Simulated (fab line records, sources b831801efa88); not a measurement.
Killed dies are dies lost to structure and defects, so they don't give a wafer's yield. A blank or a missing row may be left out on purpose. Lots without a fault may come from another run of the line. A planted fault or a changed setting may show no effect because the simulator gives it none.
fab line records | flow sky130
record lots=5 wafers=15 last_day=50
route steps=708 shown DNWELL@41 PWDE@45 NWELL@56
lots that met no fault: from a run of the same line without faults
start_h: hours from the record's first day to the start of the lot's first wafer shown | wait_h: hours since the lot's step before | " the same as in the row above | L1.1+2: a row that stands for several wafers | - no value, or no start given | * or withheld: withheld | < > ~ a bound
route shown NAME@n: a module of which the file shows steps, and the number in the route of the first | usual: mean/standard deviation of fault-free wafers | same: alike in all rows | chamber/n: place in a boat | sites: the reading at each site | _std_site: their standard deviation | _edge_site: outer sites' mean less inner sites' | radius_mm: how far each site lies from the wafer's centre | mask NAME#n: copy n | behind: the tool/chamber that last shaped the wafer | hold: why the lot was held/for how many hours/how that ended | device: the transistor (n, p or np) that didn't switch | end of line: the same wafers' tests at the end of the route | a step without rows: its recipe alone | killed: dies lost to structure and defects at the first sort, not the wafer's yield | map: a wafer's dies, x killed, . not, _ none there
set.NAME: the setting as run; set.NAME@STEP: as run at that earlier step | model.NAME: the simulator's own value behind a step, which no gauge read
lots at some steps of the route; a table a step, a row a wafer
services: from which hour (start_h, from the record's first day; less than 0 if before it) a tool's chamber was out of use, for how many hours, and why
## steps
# step SKY_DNWELL_DEVELOP_06
# recipe wall_angle_deg=90 developer=TMAH develop_time_s=60 dev_temp_c=23
# columns lot.wafer tool chamber start_h wait_h
L074.1+5+6 litho_track-03 0 - -
L085.1+4+6 litho_track-03 0 - -
L092.3+4+5 litho_track-04 0 - -
L093.2+3+4 litho_track-01 0 - -
L095.3+5+6 litho_track-03 0 - -
# step SKY_DNWELL_IMPLANT_07
# recipe species=P energy_kev=withheld dose_cm2=withheld tilt_deg=withheld
# columns lot.wafer tool chamber start_h wait_h
L074.1+5+6 implanter-02 0 61.84 -
L085.1+4+6 implanter-02 0 117.89 -
L092.3+4+5 implanter-01 0 152.74 -
L093.2+3+4 implanter-01 0 159.93 -
L095.3+5+6 implanter-01 0 170.24 -
# step SKY_DNWELL_STRIP_08
# recipe chemistry=O2/N2 power_w=1400 pressure_mtorr=1500 platen_temp_c=withheld o2_flow_sccm=3000 n2_flow_sccm=300 overash_fraction=0.5
# usual drypump_motor_current_A=6.0/0.6 oes_product_au=0.722/0.0042 strip_time_to_endpoint_s=36.92/0.079
# columns lot.wafer tool chamber start_h wait_h drypump_motor_current_A oes_product_au rf_hours_counter_h strip_time_to_endpoint_s
L074.1 plasma_asher-01 1 61.99 0.1 5.6 0.730 36 36.90
L074.5 " 0 " " 5.1 0.719 - 37.00
L074.6 " 1 " " 5.6 0.724 - 36.92
L085.1 plasma_asher-04 1 118.04 0.1 6.3 0.718 42 36.78
L085.4 " 1 " " 6.3 0.727 - 36.91
L085.6 " 1 " " 6.3 0.714 - 36.79
L092.3 plasma_asher-01 0 152.87 0.1 5.1 0.725 - 36.82
L092.4 " 1 " " 5.6 0.724 - 36.86
L092.5 " 0 " " 5.1 0.723 - 36.83
L093.2 plasma_asher-01 1 160.06 0.1 5.6 0.726 4 37.00
L093.3 " 1 " " 5.6 0.727 - 37.09
L093.4 " 0 " " 5.1 0.719 - 37.03
L095.3 plasma_asher-03 0 170.37 0.1 5.9 0.722 - 36.87
L095.5 " 1 " " 6.8 0.724 - 36.90
L095.6 " 0 " " 5.9 0.720 - 36.84
# step SKY_DNWELL_TW_MEAS_09
# usual DNWELL_TW=1106/16
# columns lot.wafer tool chamber start_h wait_h DNWELL_TW
L074.1 film_metro-04 - 62.09 0.1 1133
L074.5 " - " " 1138
L074.6 " - " " 1143
L085.1 film_metro-04 - 118.14 0.1 1116
L085.4 " - " " 1112
L085.6 " - " " 1119
L092.3 film_metro-01 - 152.96 0.1 1097
L092.4 " - " " 1102
L092.5 " - " " 1104
L093.2 film_metro-03 - 160.17 0.1 1089
L093.3 " - " " 1086
L093.4 " - " " 1088
L095.3 film_metro-04 - 170.46 0.1 1134
L095.5 " - " " 1131
L095.6 " - " " 1136
# step SKY_PWDE_DEHYDRATE_00
# recipe temp_c=200 time_s=60
# usual heater_power_total_W=160.37/0.12
# columns lot.wafer tool chamber start_h wait_h heater_power_total_W
L074.1 litho_track-04 0 70.69 8.6 160.43
L074.5 " 0 " " 160.38
L074.6 " 0 " " 160.32
L085.1 litho_track-02 0 127.72 9.6 160.53
L085.4 " 0 " " 160.18
L085.6 " 0 " " 160.19
L092.3 litho_track-04 0 163.19 10.2 160.34
L092.4 " 0 " " 160.58
L092.5 " 0 " " 160.13
L093.2 litho_track-02 0 170.05 9.9 160.24
L093.3 " 0 " " 160.38
L093.4 " 0 " " 160.42
L095.3 litho_track-04 0 179.69 9.2 160.36
L095.5 " 0 " " 160.36
L095.6 " 0 " " 160.25
# step SKY_PWDE_HMDS_01
# recipe prime_time_s=60 prime_temp_c=120
# columns lot.wafer tool chamber start_h wait_h
L074.1+5+6 litho_track-04 0 70.84 0.1
L085.1+4+6 litho_track-02 0 127.87 0.1
L092.3+4+5 litho_track-04 0 163.34 0.1
L093.2+3+4 litho_track-02 0 170.20 0.1
L095.3+5+6 litho_track-04 0 179.84 0.1
# step SKY_PWDE_COAT_02
# recipe spin_rpm=2000 resist_thk_nm=3000
# columns lot.wafer tool chamber start_h wait_h
L074.1+5+6 litho_track-04 0 70.99 0.1
L085.1+4+6 litho_track-02 0 128.02 0.1
L092.3+4+5 litho_track-04 0 163.49 0.1
L093.2+3+4 litho_track-02 0 170.35 0.1
L095.3+5+6 litho_track-04 0 179.99 0.1
# step SKY_PWDE_SOFTBAKE_03
# recipe temp_c=110 time_s=withheld
# usual heater_power_total_W=65.32/0.15
# columns lot.wafer tool chamber start_h wait_h heater_power_total_W
L074.1 litho_track-04 0 71.14 0.1 65.24
L074.5 " 0 " " 65.55
L074.6 " 0 " " 65.32
L085.1 litho_track-02 0 128.17 0.1 65.34
L085.4 " 0 " " 65.23
L085.6 " 0 " " 65.46
L092.3 litho_track-04 0 163.65 0.1 65.50
L092.4 " 0 " " 65.49
L092.5 " 0 " " 65.59
L093.2 litho_track-02 0 170.51 0.1 65.17
L093.3 " 0 " " 65.15
L093.4 " 0 " " 65.34
L095.3 litho_track-04 0 180.15 0.1 65.38
L095.5 " 0 " " 65.37
L095.6 " 0 " " 65.46
# step SKY_PWDE_EXPOSE_04
# recipe mask_id=PWDEM na=0.6 source_shape=conventional sigma_outer=0.6 polarization=unpolarized target_cd_nm=840 dose_mj=214
# columns lot.wafer tool chamber start_h wait_h mask
L074.1+5+6 iline_stepper-02 0 - - PWDEM#0
L085.1+4+6 iline_stepper-01 0 - - PWDEM#0
L092.3+4+5 iline_stepper-01 0 - - PWDEM#0
L093.2+3+4 iline_stepper-02 0 - - PWDEM#0
L095.3+5+6 iline_stepper-01 0 - - PWDEM#0
# step SKY_PWDE_PEB_05
# recipe temp_c=115 time_s=withheld
# usual heater_power_total_W=69.36/0.12
# columns lot.wafer tool chamber start_h wait_h heater_power_total_W
L074.1 litho_track-04 0 - - 69.34
L074.5 " 0 " " 69.49
L074.6 " 0 " " 69.31
L085.1 litho_track-03 0 - - 69.48
L085.4 " 0 " " 69.18
L085.6 " 0 " " 69.48
L092.3 litho_track-04 0 - - 69.18
L092.4 " 0 " " 69.40
L092.5 " 0 " " 69.48
L093.2 litho_track-03 0 - - 69.49
L093.3 " 0 " " 69.44
L093.4 " 0 " " 69.45
L095.3 litho_track-02 0 - - 69.46
L095.5 " 0 " " 69.46
L095.6 " 0 " " 69.23
# step SKY_PWDE_DEVELOP_06
# recipe wall_angle_deg=90 developer=TMAH develop_time_s=60 dev_temp_c=23
# columns lot.wafer tool chamber start_h wait_h
L074.1+5+6 litho_track-04 0 - -
L085.1+4+6 litho_track-03 0 - -
L092.3+4+5 litho_track-04 0 - -
L093.2+3+4 litho_track-03 0 - -
L095.3+5+6 litho_track-02 0 - -
# step SKY_PWDE_OVL_MEAS_07
# usual PWDE_OVL=-0.5/1.5
# columns lot.wafer tool chamber start_h wait_h PWDE_OVL[nm]
L074.1 overlay-02 - 80.84 - -3.5
L074.5 " - " " -4.1
L074.6 " - " " -3.6
L085.1 overlay-01 - 138.09 - -0.2
L085.4 " - " " 0.3
L085.6 " - " " -0.5
L092.3 overlay-02 - 173.50 - 2.4
L092.4 " - " " 1.6
L092.5 " - " " 0.6
L093.2 overlay-02 - 180.89 - 0.0
L093.3 " - " " -1.4
L093.4 " - " " -0.7
L095.3 overlay-01 - 190.84 - 1.5
L095.5 " - " " 1.1
L095.6 " - " " 0.8
# step SKY_PWDE_IMPLANT_08
# recipe species=B energy_kev=150 dose_cm2=3.6e+12 tilt_deg=withheld
# columns lot.wafer tool chamber start_h wait_h
L074.1+5+6 implanter-02 0 80.87 0.0
L085.1+4+6 implanter-04 0 138.12 0.0
L092.3+4+5 implanter-02 0 173.57 0.1
L093.2+3+4 implanter-03 0 180.95 0.0
L095.3+5+6 implanter-02 0 190.91 0.1
# step SKY_PWDE_STRIP_09
# recipe chemistry=O2/N2 power_w=1400 pressure_mtorr=1500 platen_temp_c=withheld o2_flow_sccm=3000 n2_flow_sccm=300 overash_fraction=0.5
# usual drypump_motor_current_A=6.1/0.42 oes_product_au=0.723/0.0041 strip_time_to_endpoint_s=36.90/0.11
# columns lot.wafer tool chamber start_h wait_h drypump_motor_current_A oes_product_au rf_hours_counter_h strip_time_to_endpoint_s
L074.1 plasma_asher-02 0 81.02 0.1 5.5 0.722 37 37.00
L074.5 " 0 " " 5.5 0.723 - 36.94
L074.6 " 1 " " 5.9 0.715 - 36.89
L085.1 plasma_asher-04 0 138.27 0.1 6.5 0.724 44 37.01
L085.4 " 1 " " 6.3 0.731 - 36.97
L085.6 " 0 " " 6.5 0.723 - 37.00
L092.3 plasma_asher-03 0 173.71 0.1 5.9 0.726 - 36.76
L092.4 " 1 " " 6.8 0.727 - 36.90
L092.5 " 0 " " 5.9 0.723 - 36.77
L093.2 plasma_asher-04 0 181.07 0.1 6.5 0.722 48 36.80
L093.3 " 1 " " 6.3 0.723 - 36.82
L093.4 " 0 " " 6.5 0.725 - 36.83
L095.3 plasma_asher-04 0 191.04 0.1 6.5 0.721 - 36.83
L095.5 " 0 " " 6.5 0.719 - 36.90
L095.6 " 1 " " 6.3 0.716 - 36.85
# step SKY_PWDE_TW_MEAS_10
# usual PWDE_TW=371/5.2
# columns lot.wafer tool chamber start_h wait_h PWDE_TW
L074.1 film_metro-04 - 81.12 0.1 377
L074.5 " - " " 378
L074.6 " - " " 379
L085.1 film_metro-03 - 138.37 0.1 365
L085.4 " - " " 364
L085.6 " - " " 366
L092.3 film_metro-01 - 173.79 0.1 370
L092.4 " - " " 370
L092.5 " - " " 371
L093.2 film_metro-01 - 181.18 0.1 369
L093.3 " - " " 371
L093.4 " - " " 369
L095.3 film_metro-04 - 191.13 0.1 380
L095.5 " - " " 380
L095.6 " - " " 380
# step SKY_NWELL_DEHYDRATE_03
# recipe temp_c=200 time_s=60
# usual heater_power_total_W=160.37/0.12
# columns lot.wafer tool chamber start_h wait_h heater_power_total_W
L074.1 litho_track-04 0 89.74 8.6 160.21
L074.5 " 0 " " 160.41
L074.6 " 0 " " 160.39
L085.1 litho_track-02 0 147.92 9.5 160.44
L085.4 " 0 " " 160.52
L085.6 " 0 " " 160.44
L092.3 litho_track-02 0 183.82 10.0 160.23
L092.4 " 0 " " 160.27
L092.5 " 0 " " 160.16
L093.2 litho_track-04 0 192.01 10.8 160.16
L093.3 " 0 " " 160.23
L093.4 " 0 " " 160.48
L095.3 litho_track-02 0 201.77 10.6 160.35
L095.5 " 0 " " 160.57
L095.6 " 0 " " 160.34
# step SKY_NWELL_HMDS_04
# recipe prime_time_s=60 prime_temp_c=120
# columns lot.wafer tool chamber start_h wait_h
L074.1+5+6 litho_track-04 0 89.89 0.1
L085.1+4+6 litho_track-02 0 148.07 0.1
L092.3+4+5 litho_track-02 0 183.97 0.1
L093.2+3+4 litho_track-04 0 192.16 0.1
L095.3+5+6 litho_track-02 0 201.92 0.1
# step SKY_NWELL_COAT_05
# recipe spin_rpm=2000 resist_thk_nm=3000
# columns lot.wafer tool chamber start_h wait_h
L074.1+5+6 litho_track-04 0 90.04 0.1
L085.1+4+6 litho_track-02 0 148.22 0.1
L092.3+4+5 litho_track-02 0 184.12 0.1
L093.2+3+4 litho_track-04 0 192.31 0.1
L095.3+5+6 litho_track-02 0 202.07 0.1
# step SKY_NWELL_SOFTBAKE_06
# recipe temp_c=110 time_s=withheld
# usual heater_power_total_W=65.31/0.14
# columns lot.wafer tool chamber start_h wait_h heater_power_total_W
L074.1 litho_track-04 0 90.19 0.1 65.13
L074.5 " 0 " " 65.34
L074.6 " 0 " " 65.53
L085.1 litho_track-02 0 148.37 0.1 65.40
L085.4 " 0 " " 65.18
L085.6 " 0 " " 65.17
L092.3 litho_track-02 0 184.29 0.1 65.08
L092.4 " 0 " " 65.30
L092.5 " 0 " " 65.18
L093.2 litho_track-04 0 192.47 0.1 65.10
L093.3 " 0 " " 65.33
L093.4 " 0 " " 65.18
L095.3 litho_track-02 0 202.24 0.1 65.17
L095.5 " 0 " " 65.21
L095.6 " 0 " " 65.48
# step SKY_NWELL_EXPOSE_07
# recipe mask_id=NWM na=0.6 source_shape=conventional sigma_outer=0.6 polarization=unpolarized target_cd_nm=840 dose_mj=255
# columns lot.wafer tool chamber start_h wait_h mask
L074.1+5+6 iline_stepper-02 0 - - NWM#0
L085.1+4+6 iline_stepper-02 0 - - NWM#0
L092.3+4+5 iline_stepper-02 0 - - NWM#0
L093.2+3+4 iline_stepper-02 0 - - NWM#0
L095.3+5+6 iline_stepper-01 0 - - NWM#0
# step SKY_NWELL_PEB_08
# recipe temp_c=115 time_s=withheld
# usual heater_power_total_W=69.34/0.13
# columns lot.wafer tool chamber start_h wait_h heater_power_total_W
L074.1 litho_track-04 0 - - 69.19
L074.5 " 0 " " 69.28
L074.6 " 0 " " 69.38
L085.1 litho_track-02 0 - - 69.17
L085.4 " 0 " " 69.51
L085.6 " 0 " " 69.47
L092.3 litho_track-01 0 - - 69.20
L092.4 " 0 " " 69.40
L092.5 " 0 " " 69.26
L093.2 litho_track-01 0 - - 69.17
L093.3 " 0 " " 69.22
L093.4 " 0 " " 69.23
L095.3 litho_track-01 0 - - 69.35
L095.5 " 0 " " 69.19
L095.6 " 0 " " 69.53
# step SKY_NWELL_DEVELOP_09
# recipe wall_angle_deg=90 developer=TMAH develop_time_s=60 dev_temp_c=23
# columns lot.wafer tool chamber start_h wait_h
L074.1+5+6 litho_track-04 0 - -
L085.1+4+6 litho_track-02 0 - -
L092.3+4+5 litho_track-01 0 - -
L093.2+3+4 litho_track-01 0 - -
L095.3+5+6 litho_track-01 0 - -
# step SKY_NWELL_OVL_MEAS_10
# usual NWELL_00_OVL=-0.5/1.4
# columns lot.wafer tool chamber start_h wait_h NWELL_00_OVL[nm]
L074.1 overlay-02 - 98.34 - 0.8
L074.5 " - " " 0.6
L074.6 " - " " 0.9
L085.1 overlay-02 - 157.97 - 0.1
L085.4 " - " " -0.9
L085.6 " - " " -0.3
L092.3 overlay-02 - 195.22 - -2.2
L092.4 " - " " -1.3
L092.5 " - " " -2.6
L093.2 overlay-02 - 203.96 - -4.8
L093.3 " - " " -4.6
L093.4 " - " " -3.6
L095.3 overlay-02 - 214.07 - -0.1
L095.5 " - " " 0.3
L095.6 " - " " 0.2
# step SKY_NWELL_IMPLANT_11
# recipe species=P energy_kev=400 dose_cm2=1.9e+13 tilt_deg=withheld
# columns lot.wafer tool chamber start_h wait_h
L074.1+5+6 implanter-02 0 98.37 0.0
L085.1+4+6 implanter-04 0 158.01 0.0
L092.3+4+5 implanter-04 0 195.29 0.1
L093.2+3+4 implanter-01 0 204.02 0.0
L095.3+5+6 implanter-04 0 214.14 0.1
# step SKY_NWELL_IMPLANT_12
# recipe species=P energy_kev=120 dose_cm2=1.3e+12 tilt_deg=withheld
# columns lot.wafer tool chamber start_h wait_h
L074.1+5+6 implanter-02 0 98.52 0.1
L085.1+4+6 implanter-04 0 158.16 0.1
L092.3+4+5 implanter-04 0 195.44 0.1
L093.2+3+4 implanter-01 0 204.17 0.1
L095.3+5+6 implanter-04 0 214.29 0.1
# step SKY_NWELL_IMPLANT_13
# recipe species=P energy_kev=50 dose_cm2=7e+11 tilt_deg=withheld
# columns lot.wafer tool chamber start_h wait_h
L074.1+5+6 implanter-02 0 98.67 0.1
L085.1+4+6 implanter-04 0 158.31 0.1
L092.3+4+5 implanter-04 0 195.59 0.1
L093.2+3+4 implanter-01 0 204.32 0.1
L095.3+5+6 implanter-04 0 214.44 0.1
# step SKY_NWELL_STRIP_14
# recipe chemistry=O2/N2 power_w=1400 pressure_mtorr=1500 platen_temp_c=withheld o2_flow_sccm=3000 n2_flow_sccm=300 overash_fraction=0.5
# usual drypump_motor_current_A=5.9/0.48 oes_product_au=0.722/0.005 strip_time_to_endpoint_s=36.84/0.1
# columns lot.wafer tool chamber start_h wait_h drypump_motor_current_A oes_product_au rf_hours_counter_h strip_time_to_endpoint_s
L074.1 plasma_asher-02 1 98.82 0.1 5.9 0.723 39 36.84
L074.5 " 0 " " 5.5 0.717 - 36.84
L074.6 " 1 " " 5.9 0.730 - 36.99
L085.1 plasma_asher-04 1 158.46 0.1 6.3 0.719 46 36.68
L085.4 " 1 " " 6.3 0.713 - 36.80
L085.6 " 0 " " 6.5 0.723 - 36.67
L092.3 plasma_asher-01 0 195.73 0.1 5.1 0.730 - 36.90
L092.4 " 1 " " 5.6 0.725 - 36.75
L092.5 " 0 " " 5.1 0.722 - 36.84
L093.2 plasma_asher-02 1 204.44 0.1 5.9 0.722 49 36.73
L093.3 " 0 " " 5.5 0.719 - 36.72
L093.4 " 1 " " 5.9 0.719 - 36.79
L095.3 plasma_asher-04 1 214.58 0.1 6.3 0.721 - 36.92
L095.5 " 0 " " 6.5 0.730 - 36.77
L095.6 " 1 " " 6.3 0.713 - 36.77
# step SKY_NWELL_TW_MEAS_15
# usual NWELL_TW=1802/25
# columns lot.wafer tool chamber start_h wait_h NWELL_TW
L074.1 film_metro-01 - 98.92 0.1 1810
L074.5 " - " " 1802
L074.6 " - " " 1797
L085.1 film_metro-03 - 158.56 0.1 1799
L085.4 " - " " 1785
L085.6 " - " " 1784
L092.3 film_metro-03 - 195.81 0.1 1788
L092.4 " - " " 1788
L092.5 " - " " 1787
L093.2 film_metro-04 - 204.55 0.1 1836
L093.3 " - " " 1835
L093.4 " - " " 1840
L095.3 film_metro-03 - 214.66 0.1 1784
L095.5 " - " " 1783
L095.6 " - " " 1792
# step SKY_NWELL_DEHYDRATE_16
# recipe temp_c=200 time_s=60
# usual heater_power_total_W=160.37/0.12
# columns lot.wafer tool chamber start_h wait_h heater_power_total_W
L074.1 litho_track-01 0 107.46 8.5 160.31
L074.5 " 0 " " 160.46
L074.6 " 0 " " 160.15
L085.1 litho_track-04 0 168.94 10.4 160.22
L085.4 " 0 " " 160.32
L085.6 " 0 " " 160.35
L092.3 litho_track-04 0 206.64 10.8 160.58
L092.4 " 0 " " 160.26
L092.5 " 0 " " 160.60
L093.2 litho_track-04 0 215.21 10.6 160.54
L093.3 " 0 " " 160.44
L093.4 " 0 " " 160.28
L095.3 litho_track-04 0 225.54 10.9 160.38
L095.5 " 0 " " 160.29
L095.6 " 0 " " 160.13
# step SKY_NWELL_HMDS_17
# recipe prime_time_s=60 prime_temp_c=120
# columns lot.wafer tool chamber start_h wait_h
L074.1+5+6 litho_track-01 0 107.61 0.1
L085.1+4+6 litho_track-04 0 169.09 0.1
L092.3+4+5 litho_track-04 0 206.79 0.1
L093.2+3+4 litho_track-04 0 215.36 0.1
L095.3+5+6 litho_track-04 0 225.69 0.1
# step SKY_NWELL_COAT_18
# recipe spin_rpm=2000 resist_thk_nm=3000
# columns lot.wafer tool chamber start_h wait_h
L074.1+5+6 litho_track-01 0 107.76 0.1
L085.1+4+6 litho_track-04 0 169.24 0.1
L092.3+4+5 litho_track-04 0 206.94 0.1
L093.2+3+4 litho_track-04 0 215.51 0.1
L095.3+5+6 litho_track-04 0 225.84 0.1
# step SKY_NWELL_SOFTBAKE_19
# recipe temp_c=110 time_s=withheld
# usual heater_power_total_W=65.31/0.14
# columns lot.wafer tool chamber start_h wait_h heater_power_total_W
L074.1 litho_track-01 0 107.91 0.1 65.39
L074.5 " 0 " " 65.45
L074.6 " 0 " " 65.22
L085.1 litho_track-04 0 169.39 0.1 65.37
L085.4 " 0 " " 65.14
L085.6 " 0 " " 65.15
L092.3 litho_track-04 0 207.10 0.1 65.38
L092.4 " 0 " " 65.05
L092.5 " 0 " " 65.50
L093.2 litho_track-04 0 215.67 0.1 65.49
L093.3 " 0 " " 65.49
L093.4 " 0 " " 65.15
L095.3 litho_track-04 0 226.00 0.1 65.17
L095.5 " 0 " " 65.26
L095.6 " 0 " " 65.47
# step SKY_NWELL_EXPOSE_20
# recipe mask_id=NWM_COMPLEMENT na=0.6 source_shape=conventional sigma_outer=0.6 polarization=unpolarized target_cd_nm=840 dose_mj=260
# columns lot.wafer tool chamber start_h wait_h mask
L074.1+5+6 iline_stepper-02 0 - - NWM_COMPLEMENT#0
L085.1+4+6 iline_stepper-02 0 - - NWM_COMPLEMENT#0
L092.3+4+5 iline_stepper-01 0 - - NWM_COMPLEMENT#0
L093.2+3+4 iline_stepper-01 0 - - NWM_COMPLEMENT#0
L095.3+5+6 iline_stepper-02 0 - - NWM_COMPLEMENT#0
# step SKY_NWELL_PEB_21
# recipe temp_c=115 time_s=withheld
# usual heater_power_total_W=69.34/0.13
# columns lot.wafer tool chamber start_h wait_h heater_power_total_W
L074.1 litho_track-02 0 - - 69.48
L074.5 " 0 " " 69.57
L074.6 " 0 " " 69.14
L085.1 litho_track-01 0 - - 69.20
L085.4 " 0 " " 69.41
L085.6 " 0 " " 69.45
L092.3 litho_track-01 0 - - 69.30
L092.4 " 0 " " 69.22
L092.5 " 0 " " 69.14
L093.2 litho_track-04 0 - - 69.10
L093.3 " 0 " " 69.21
L093.4 " 0 " " 69.40
L095.3 litho_track-04 0 - - 69.17
L095.5 " 0 " " 69.14
L095.6 " 0 " " 69.16
# step SKY_NWELL_DEVELOP_22
# recipe wall_angle_deg=90 developer=TMAH develop_time_s=60 dev_temp_c=23
# columns lot.wafer tool chamber start_h wait_h
L074.1+5+6 litho_track-02 0 - -
L085.1+4+6 litho_track-01 0 - -
L092.3+4+5 litho_track-01 0 - -
L093.2+3+4 litho_track-04 0 - -
L095.3+5+6 litho_track-04 0 - -
# step SKY_NWELL_OVL_MEAS_23
# usual NWELL_01_OVL=-0.2/1.6
# columns lot.wafer tool chamber start_h wait_h NWELL_01_OVL[nm]
L074.1 overlay-01 - 116.92 - 1.4
L074.5 " - " " 1.0
L074.6 " - " " 2.6
L085.1 overlay-01 - 179.91 - 2.0
L085.4 " - " " 0.6
L085.6 " - " " 0.6
L092.3 overlay-01 - 218.92 - -0.9
L092.4 " - " " -0.3
L092.5 " - " " -1.4
L093.2 overlay-01 - 226.79 - 1.3
L093.3 " - " " 0.0
L093.4 " - " " 0.0
L095.3 overlay-02 - 237.95 - -3.5
L095.5 " - " " -1.5
L095.6 " - " " -2.6
# step SKY_NWELL_IMPLANT_24
# recipe species=B energy_kev=140 dose_cm2=9.2e+12 tilt_deg=withheld
# columns lot.wafer tool chamber start_h wait_h
L074.1+5+6 implanter-04 0 116.96 0.0
L085.1+4+6 implanter-04 0 179.94 0.0
L092.3+4+5 implanter-04 0 218.99 0.1
L093.2+3+4 implanter-01 0 226.85 0.0
L095.3+5+6 implanter-02 0 238.02 0.1
# step SKY_NWELL_STRIP_25
# recipe chemistry=O2/N2 power_w=1400 pressure_mtorr=1500 platen_temp_c=withheld o2_flow_sccm=3000 n2_flow_sccm=300 overash_fraction=0.5
# usual drypump_motor_current_A=5.9/0.48 oes_product_au=0.723/0.0045 strip_time_to_endpoint_s=36.90/0.094
# columns lot.wafer tool chamber start_h wait_h drypump_motor_current_A oes_product_au rf_hours_counter_h strip_time_to_endpoint_s
L074.1 plasma_asher-04 1 117.11 0.1 6.3 0.725 42 36.89
L074.5 " 1 " " 6.3 0.723 - 37.02
L074.6 " 0 " " 6.5 0.724 - 36.98
L085.1 plasma_asher-01 0 180.09 0.1 5.1 0.733 6 37.00
L085.4 " 0 " " 5.1 0.724 - 37.11
L085.6 " 1 " " 5.6 0.722 - 37.07
L092.3 plasma_asher-04 1 219.13 0.1 6.3 0.730 - 36.72
L092.4 " 0 " " 6.5 0.722 - 36.68
L092.5 " 1 " " 6.3 0.721 - 36.88
L093.2 plasma_asher-04 0 226.97 0.1 6.5 0.716 53 36.92
L093.3 " 0 " " 6.5 0.719 - 36.99
L093.4 " 1 " " 6.3 0.726 - 37.02
L095.3 plasma_asher-04 1 238.15 0.1 6.3 0.728 - 36.97
L095.5 " 1 " " 6.3 0.726 - 36.88
L095.6 " 0 " " 6.5 0.722 - 36.97
# step SKY_NWELL_TW_MEAS_26
# usual NWELL_2_TW=495/7
# columns lot.wafer tool chamber start_h wait_h NWELL_2_TW
L074.1 film_metro-04 - 117.21 0.1 500
L074.5 " - " " 502
L074.6 " - " " 504
L085.1 film_metro-04 - 180.19 0.1 504
L085.4 " - " " 503
L085.6 " - " " 506
L092.3 film_metro-01 - 219.21 0.1 494
L092.4 " - " " 491
L092.5 " - " " 493
L093.2 film_metro-04 - 227.08 0.1 502
L093.3 " - " " 502
L093.4 " - " " 500
L095.3 film_metro-04 - 238.24 0.1 501
L095.5 " - " " 501
L095.6 " - " " 502
# step SKY_NWELL_CLEAN_27
# recipe chemistry=SC1/SC2 mix=1:4:20 temp_c=70 time_s=150 dry=n2_spin
# columns lot.wafer tool chamber start_h wait_h
L074.1+5+6 wet_bench-03 1 117.27 0.1
L085.1+4+6 wet_bench-02 3 180.25 0.1
L092.3+4+5 wet_bench-03 1 219.25 0.0
L093.2+3+4 wet_bench-01 3 227.13 0.0
L095.3+5+6 wet_bench-03 2 238.28 0.0
# step SKY_NWELL_RTA_28
# recipe temp_c=1050 time_s=30 idle_temp_c=650 ramp_up_c_per_s=150 ramp_down_c_per_s=90 ambient=N2
# usual chamber_o2_ppm=2.004/0.02 lamp_power_pct=25.31/0.054 ramp_down_c_per_s=90.003/0.016 wafer_temp_C_max=1054.6/0.96
# columns lot.wafer tool chamber start_h wait_h chamber_o2_ppm lamp_power_pct ramp_down_c_per_s wafer_temp_C_max
L074.1 rtp_anneal-02 0 117.37 0.0 2.017 25.28 89.983 1054.2
L074.5 " 0 " " 2.017 25.27 89.989 1054.8
L074.6 " 0 " " 2.015 25.30 90.008 1053.4
L085.1 rtp_anneal-02 0 180.31 0.0 1.983 25.21 90.005 1057.4
L085.4 " 0 " " 1.978 25.39 90.002 1057.4
L085.6 " 0 " " 2.005 25.38 89.999 1054.3
L092.3 rtp_anneal-01 0 219.35 0.0 1.996 25.28 90.008 1054.5
L092.4 " 0 " " 2.028 25.30 89.999 1054.3
L092.5 " 0 " " 1.989 25.09 90.001 1055.1
L093.2 rtp_anneal-01 0 227.20 0.0 2.004 25.27 89.987 1056.0
L093.3 " 0 " " 2.001 25.30 89.993 1053.7
L093.4 " 0 " " 1.994 25.34 89.998 1054.5
L095.3 rtp_anneal-02 0 238.37 0.0 2.015 25.30 90.035 1055.1
L095.5 " 0 " " 1.978 25.27 90.004 1054.7
L095.6 " 0 " " 2.018 25.30 89.997 1054.7
# step SKY_NWELL_RS_MEAS_29
# recipe thk_meas_gauge=four-point-probe
# usual NWELL_RS=624.8/1.7
# columns lot.wafer tool chamber start_h wait_h NWELL_RS[ohm/sq]
L074.1 film_metro-03 - 117.47 0.1 626.5
L074.5 " - " " 624.4
L074.6 " - " " 625.0
L085.1 film_metro-03 - 180.41 0.1 622.0
L085.4 " - " " 623.9
L085.6 " - " " 622.8
L092.3 film_metro-03 - 219.45 0.1 622.7
L092.4 " - " " 623.7
L092.5 " - " " 623.7
L093.2 film_metro-01 - 227.31 0.1 626.9
L093.3 " - " " 627.5
L093.4 " - " " 628.4
L095.3 film_metro-03 - 238.48 0.1 623.7
L095.5 " - " " 623.8
L095.6 " - " " 623.9
# step SKY_NWELL_RS_MEAS_31
# recipe thk_meas_gauge=four-point-probe
# usual PWDE_RS=5269/17
# columns lot.wafer tool chamber start_h wait_h PWDE_RS[ohm/sq]
L074.1 film_metro-03 - 117.71 0.1 5255
L074.5 " - " " 5241
L074.6 " - " " 5250
L085.1 film_metro-03 - 180.65 0.1 5286
L085.4 " - " " 5277
L085.6 " - " " 5266
L092.3 film_metro-03 - 219.69 0.1 5233
L092.4 " - " " 5241
L092.5 " - " " 5237
L093.2 film_metro-01 - 227.55 0.1 5296
L093.3 " - " " 5285
L093.4 " - " " 5297
L095.3 film_metro-03 - 238.72 0.1 5281
L095.5 " - " " 5289
L095.6 " - " " 5261
## services
# columns tool chamber start_h hours kind
wet_bench-02 - 61.31 0.5 repair
plasma_asher-03 - 70.67 3.5 repair
implanter-01 - 72.93 1.8 repair
implanter-04 - 81.49 6.4 repair
rtp_anneal-01 - 89.81 40.5 pm
iline_stepper-02 - 92.26 10.1 repair
iline_stepper-01 - 102.40 4.3 pm
plasma_asher-01 - 108.75 9.0 pm
implanter-02 - 110.73 5.5 pm
iline_stepper-02 - 113.26 1.7 pm
implanter-04 - 128.53 3.4 repair
rtp_anneal-02 - 130.30 4.6 pm
implanter-04 - 130.70 7.0 repair
implanter-02 - 144.88 14.3 pm
implanter-03 - 165.41 4.2 repair
implanter-03 - 176.10 2.7 repair
plasma_asher-01 - 182.78 4.0 pm
implanter-04 - 184.62 7.5 pm
wet_bench-02 - 188.56 52.1 repair
wet_bench-02 - 195.19 0.5 repair
implanter-02 - 200.59 13.8 repair
plasma_asher-01 - 203.59 14.6 pm
implanter-01 - 233.34 5.4 pm
iline_stepper-01 - 234.00 1.7 pm
## key
fault none
